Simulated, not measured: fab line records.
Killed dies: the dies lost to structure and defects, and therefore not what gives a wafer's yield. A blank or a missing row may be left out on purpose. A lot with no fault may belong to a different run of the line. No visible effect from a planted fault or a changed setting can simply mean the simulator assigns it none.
fab line records ; flow sfqLine
record: lots: 6; wafers: 18; lastDay: 91
route steps=325 shown M4@148
lots that met no fault: from a run of the same line without faults
startH: hours from the record's first day to the start of the lot's first wafer shown ; waitH: hours since the lot's step before ; " same as the row above ; L1.1+2: several wafers, shown together as one row ; - no value, or no start given ; * or withheld: withheld ; < > ~ a bound
route shown NAME@n: a module of which the file shows steps, and the number in the route of the first ; usual: mean and standard deviation over wafers with no fault ; same: alike in all rows ; chamber/n: place in a boat ; sites: per-site readings ; _std_site: the values' standard deviation ; _edge_site: inner sites' mean taken away from outer sites' mean ; radiusMm: how far each site lies from the wafer's centre ; mask NAME#n: copy n ; behind: tool/chamber where the wafer was last shaped ; hold: why the lot went on hold/how many hours it stayed there/how the hold came to an end ; device: the transistor (n, p or np) that didn't switch ; end of line: the route-end tests of the same wafers ; a step with no rows: only its recipe ; killed: dies that structure and defects cost at the first sort, which is not the same as the wafer's yield ; map: dies across one wafer; x = killed, . = not, _ = none there
set.NAME: the setting as run; set.NAME@STEP: as run at that earlier step ; model.NAME: the simulator's own value behind a step, which no gauge read
lots seen at some steps along the route; tables by step, rows by wafer
services: a tool's chamber out of use, with start hour (startH, from the record's first day; less than 0 if before it), hours out, and reason
== steps ==
step: SFQ_TRILAYER_M4_DEP_PRE_CLEAN_092
recipe: gas: Ar; timeS: 22.5; biasV: 250
step: SFQ_TRILAYER_M4_DEP_SPUTTER_091
recipe: material: Nb; basePressurePa: 1.33e-06; chamberPressurePa: 0.1333; substrateTempC: 20; resputterCathodeVoltageV: 400; targetThkNm: 200; powerW: 2000; timeS: 133.3
usual: throttleValvePct: 30.1/0.79
lot.wafer;tool;chamber;startH;waitH;throttleValvePct
L547.3;pvdSputter-06;-;1127.49;0.0;29.9
L547.5;pvdSputter-06;-;1127.49;0.0;29.0
L547.6;pvdSputter-06;-;1127.49;0.0;30.1
L552.1;pvdSputter-06;-;1199.49;0.0;30.0
L552.2;pvdSputter-06;-;1199.49;0.0;29.9
L552.4;pvdSputter-06;-;1199.49;0.0;29.2
L556.1;pvdSputter-05;-;1230.34;0.0;29.1
L556.2;pvdSputter-05;-;1230.34;0.0;29.9
L556.5;pvdSputter-05;-;1230.34;0.0;30.1
L557.1;pvdSputter-05;-;1236.32;0.0;29.7
L557.5;pvdSputter-05;-;1236.32;0.0;30.0
L557.6;pvdSputter-05;-;1236.32;0.0;29.4
L564.2;pvdSputter-05;-;1358.52;0.0;29.9
L564.3;pvdSputter-05;-;1358.52;0.0;29.3
L564.5;pvdSputter-05;-;1358.52;0.0;28.9
L566.1;pvdSputter-06;-;1487.09;0.0;29.2
L566.3;pvdSputter-06;-;1487.09;0.0;30.1
L566.6;pvdSputter-06;-;1487.09;0.0;30.5
step: SFQ_M4_RS_MEAS_924
recipe: thkMeasGauge: four-point-probe; reads: Nb_of_TRILAYER_M4_DEP_SPUTTER_091
usual: M4_NB_RS: 0.895/0.0088
lot.wafer;tool;chamber;startH;waitH;M4_NB_RS[ohm/sq]
L547.3;filmMetro-04;-;1127.62;0.1;0.909
L547.5;filmMetro-04;-;1127.62;0.1;0.919
L547.6;filmMetro-04;-;1127.62;0.1;0.917
L552.1;filmMetro-04;-;1199.59;0.0;0.904
L552.2;filmMetro-04;-;1199.59;0.0;0.895
L552.4;filmMetro-04;-;1199.59;0.0;0.899
L556.1;filmMetro-01;-;1230.43;0.0;0.904
L556.2;filmMetro-01;-;1230.43;0.0;0.903
L556.5;filmMetro-01;-;1230.43;0.0;0.898
L557.1;filmMetro-01;-;1236.41;0.0;0.888
L557.5;filmMetro-01;-;1236.41;0.0;0.888
L557.6;filmMetro-01;-;1236.41;0.0;0.883
L564.2;filmMetro-04;-;1358.63;0.1;0.894
L564.3;filmMetro-04;-;1358.63;0.1;0.903
L564.5;filmMetro-04;-;1358.63;0.1;0.897
L566.1;filmMetro-03;-;1487.18;0.0;0.883
L566.3;filmMetro-03;-;1487.18;0.0;0.883
L566.6;filmMetro-03;-;1487.18;0.0;0.885
step: SFQ_TRILAYER_M4_LITHO_COAT_098
recipe: resist: BARC; spinRpm: 3000; resistThkNm: 62
step: SFQ_TRILAYER_M4_LITHO_COAT_093
recipe: resist: KrF; spinRpm: 3000; resistThkNm: 600
step: SFQ_TRILAYER_M4_LITHO_SOFTBAKE_097
recipe: tempC: withheld; timeS: withheld; resist: KrF
step: SFQ_TRILAYER_M4_LITHO_EXPOSE_094
recipe: maskId: M4; na: 0.6; sourceShape: conventional; sigmaOuter: 0.65; targetCdNm: 500; doseMj: 14.4
step: SFQ_TRILAYER_M4_LITHO_PEB_096
recipe: pebTempC: 115; pebTimeS: 60; resist: KrF
step: SFQ_TRILAYER_M4_LITHO_DEVELOP_095
recipe: timeS: 60; resist: KrF
step: SFQ_M4_OVL_MEAS_926
usual: M4_OVL: 1/4.6
lot.wafer;tool;chamber;startH;waitH;M4_OVL[nm]
L547.3;overlay-01;-;1130.02;0.1;0
L547.5;overlay-01;-;1130.02;0.1;-7
L547.6;overlay-01;-;1130.02;0.1;-2
L552.1;overlay-01;-;1344.14;0.1;-4
L552.2;overlay-01;-;1344.14;0.1;3
L552.4;overlay-01;-;1344.14;0.1;-2
L556.1;overlay-01;-;1367.35;0.1;2
L556.2;overlay-01;-;1367.35;0.1;3
L556.5;overlay-01;-;1367.35;0.1;0
L557.1;overlay-02;-;1370.95;0.1;2
L557.5;overlay-02;-;1370.95;0.1;-3
L557.6;overlay-02;-;1370.95;0.1;-3
L564.2;overlay-01;-;1477.92;0.1;7
L564.3;overlay-01;-;1477.92;0.1;1
L564.5;overlay-01;-;1477.92;0.1;5
L566.1;overlay-02;-;1489.89;0.1;5
L566.3;overlay-02;-;1489.89;0.1;-2
L566.6;overlay-02;-;1489.89;0.1;-1
step: SFQ_TRILAYER_M4_BARC_OPEN_METAL_ETCH_123
recipe: maskMaterial: PR; chemistry: O2; targetDepthNm: 125; target: BARC; icpW: 600; biasW: 80; pressureMtorr: 10; timeS: 41.7
usual: drypumpMotorCurrentA: 6.0/0.44; oesProductAu: 0.685/0.0044
lot.wafer;tool;chamber;startH;waitH;drypumpMotorCurrentA;oesProductAu;rfHoursCounterH
L547.3;rieMetal-01;0;1130.06;0.0;5.4;0.681;-
L547.5;rieMetal-01;0;1130.06;0.0;5.4;0.689;-
L547.6;rieMetal-01;1;1130.06;0.0;5.6;0.683;-
L552.1;rieMetal-04;1;1344.18;0.0;6.6;0.680;114
L552.2;rieMetal-04;0;1344.18;0.0;6.5;0.687;115
L552.4;rieMetal-04;0;1344.18;0.0;6.5;0.679;-
L556.1;rieMetal-04;1;1367.38;0.0;6.7;0.685;117
L556.2;rieMetal-04;0;1367.38;0.0;6.4;0.681;118
L556.5;rieMetal-04;0;1367.38;0.0;6.5;0.691;-
L557.1;rieMetal-04;0;1370.98;0.0;6.5;0.680;119
L557.5;rieMetal-04;0;1370.98;0.0;6.4;0.685;-
L557.6;rieMetal-04;1;1370.98;0.0;6.6;0.676;-
L564.2;rieMetal-01;1;1477.95;0.0;5.6;0.688;57
L564.3;rieMetal-01;0;1477.95;0.0;5.4;0.678;-
L564.5;rieMetal-01;0;1477.95;0.0;5.4;0.681;-
L566.1;rieMetal-01;1;1489.93;0.0;5.6;0.680;59
L566.3;rieMetal-01;1;1489.93;0.0;5.6;0.678;-
L566.6;rieMetal-01;1;1489.93;0.0;5.6;0.682;-
step: SFQ_TRILAYER_M4_ETCH_METAL_ETCH_096
recipe: target: Nb; stopOn: SiO2; maskMaterial: PR; chemistry: Cl2/Ar; targetDepthNm: 240; icpW: 600; biasW: 80; pressureMtorr: 10; timeS: 120
usual: drypumpMotorCurrentA: 6.0/0.45; oesProductAu: 0.891/0.0065
lot.wafer;tool;chamber;startH;waitH;drypumpMotorCurrentA;oesProductAu;rfHoursCounterH;model.KrF_of_TRILAYER_M4_LITHO_COAT_093.thkNm;model.SiO2_of_TRILAYER_I3_DEP_PECVD_081.thkNm;model.M4.featureDepthNm
L547.3;rieMetal-01;0;1130.14;0.1;5.4;0.879;-;384.3;190.8;196.1
L547.5;rieMetal-01;0;1130.14;0.1;5.4;0.884;-;387;191.2;194.1
L547.6;rieMetal-01;1;1130.14;0.1;5.6;0.883;-;384.1;191.8;194.8
L552.1;rieMetal-04;1;1344.24;0.0;6.7;0.882;114;386.6;191.1;197.6
L552.2;rieMetal-04;0;1344.24;0.0;6.5;0.894;115;387.2;191.5;199.3
L552.4;rieMetal-04;0;1344.24;0.0;6.5;0.894;-;385.5;191.5;198.3
L556.1;rieMetal-04;1;1367.44;0.0;6.6;0.891;117;381.9;194.4;197.7
L556.2;rieMetal-04;0;1367.44;0.0;6.5;0.895;118;381.2;193.3;197.4
L556.5;rieMetal-04;0;1367.44;0.0;6.5;0.892;-;297.8;179;213.5
L557.1;rieMetal-04;0;1371.04;0.0;6.5;0.894;119;379.8;191.6;200.8
L557.5;rieMetal-04;0;1371.04;0.0;6.4;0.900;-;294.5;177.8;215.8
L557.6;rieMetal-04;1;1371.04;0.0;6.6;0.896;-;299.4;179.2;216.3
L564.2;rieMetal-01;1;1478.01;0.0;5.6;0.887;57;383.6;193.1;199.5
L564.3;rieMetal-01;0;1478.01;0.0;5.4;0.892;-;385.3;192.9;198.1
L564.5;rieMetal-01;0;1478.01;0.0;5.4;0.893;-;383.7;191.3;198.7
L566.1;rieMetal-01;1;1490.04;0.1;5.6;0.903;59;385.5;191.8;200.7
L566.3;rieMetal-01;1;1490.04;0.1;5.6;0.894;-;385.9;192.4;201.2
L566.6;rieMetal-01;1;1490.04;0.1;5.6;0.897;-;383.7;191.9;200.7
step: SFQ_TRILAYER_M4_STRIP_STRIP_097
recipe: gas: O2; powerW: 200; platenTempC: 40; overashFraction: 0.65; chemistry: O2; pressureMtorr: 50
usual: drypumpMotorCurrentA: 6.0/0.44; oesProductAu: 1.000/0.008
lot.wafer;tool;chamber;startH;waitH;drypumpMotorCurrentA;oesProductAu;rfHoursCounterH
L547.3;rieMetal-01;0;1130.43;0.2;5.4;0.985;-
L547.5;rieMetal-01;0;1130.43;0.2;5.4;0.987;-
L547.6;rieMetal-01;1;1130.43;0.2;5.6;0.986;-
L552.1;rieMetal-04;1;1344.36;0.1;6.6;0.999;114
L552.2;rieMetal-04;0;1344.36;0.1;6.5;1.003;115
L552.4;rieMetal-04;0;1344.36;0.1;6.5;0.991;-
L556.1;rieMetal-04;1;1367.57;0.1;6.7;1.007;117
L556.2;rieMetal-04;0;1367.57;0.1;6.4;1.011;119
L556.5;rieMetal-04;0;1367.57;0.1;6.4;1.010;-
L557.1;rieMetal-04;0;1371.17;0.1;6.5;1.002;119
L557.5;rieMetal-04;0;1371.17;0.1;6.5;1.008;-
L557.6;rieMetal-04;1;1371.17;0.1;6.6;0.997;-
L564.2;rieMetal-01;1;1478.13;0.1;5.6;0.991;58
L564.3;rieMetal-01;0;1478.13;0.1;5.4;0.992;-
L564.5;rieMetal-01;0;1478.13;0.1;5.4;0.995;-
L566.1;rieMetal-01;1;1490.29;0.2;5.6;1.000;60
L566.3;rieMetal-01;1;1490.29;0.2;5.6;1.000;-
L566.6;rieMetal-01;1;1490.29;0.2;5.6;0.986;-
== services ==
tool;chamber;startH;hours;kind
rieMetal-01;-;1163.95;0.2;repair
pvdSputter-05;-;1169.74;3.4;repair
pvdSputter-05;-;1191.68;16.7;repair
pvdSputter-06;-;1226.30;7.5;repair
rieMetal-04;-;1228.26;9.1;repair
rieMetal-04;1;1242.20;11.4;repair
pvdSputter-06;-;1246.08;4.5;repair
pvdSputter-06;-;1258.48;2.2;repair
pvdSputter-05;-;1282.59;19.4;repair
pvdSputter-06;-;1324.96;0.8;repair
rieMetal-01;-;1347.60;2.8;pm
pvdSputter-06;-;1359.11;1.5;repair
pvdSputter-06;-;1388.83;1.0;repair
rieMetal-04;1;1396.90;-;clean
rieMetal-04;1;1396.90;-;consumableReplace:focusRing
rieMetal-04;1;1396.90;22.1;scheduledDown
rieMetal-04;1;1396.90;22.1;ventCycle
pvdSputter-06;-;1409.50;4.4;repair
rieMetal-04;-;1431.61;0.4;repair
rieMetal-04;0;1449.85;-;clean
rieMetal-04;0;1449.85;-;consumableReplace:focusRing
rieMetal-04;0;1449.85;20.6;scheduledDown
rieMetal-04;0;1449.85;20.6;ventCycle
rieMetal-01;0;1489.40;-;clean
== key ==
firstSign none at tools or gauges
modelEffect: step: SFQ_TRILAYER_M4_ETCH_METAL_ETCH_096; value: KrF_of_TRILAYER_M4_LITHO_COAT_093.thkNm; without: 382.5; struck: 297.2
metAt SFQ_TRILAYER_M4_ETCH_METAL_ETCH_096
struckWafers L556.5,L557.5,L557.6
onsetBetween 1344.24 1367.44
fault: kind: processParameterDrift; tool: rieMetal-04; chamber: -; onsetH: 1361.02; steps: SFQ_TRILAYER_M4_ETCH_METAL_ETCH_096; channel: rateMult; offset: 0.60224; shape: step; endH: 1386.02; scope: struckWafersOnly
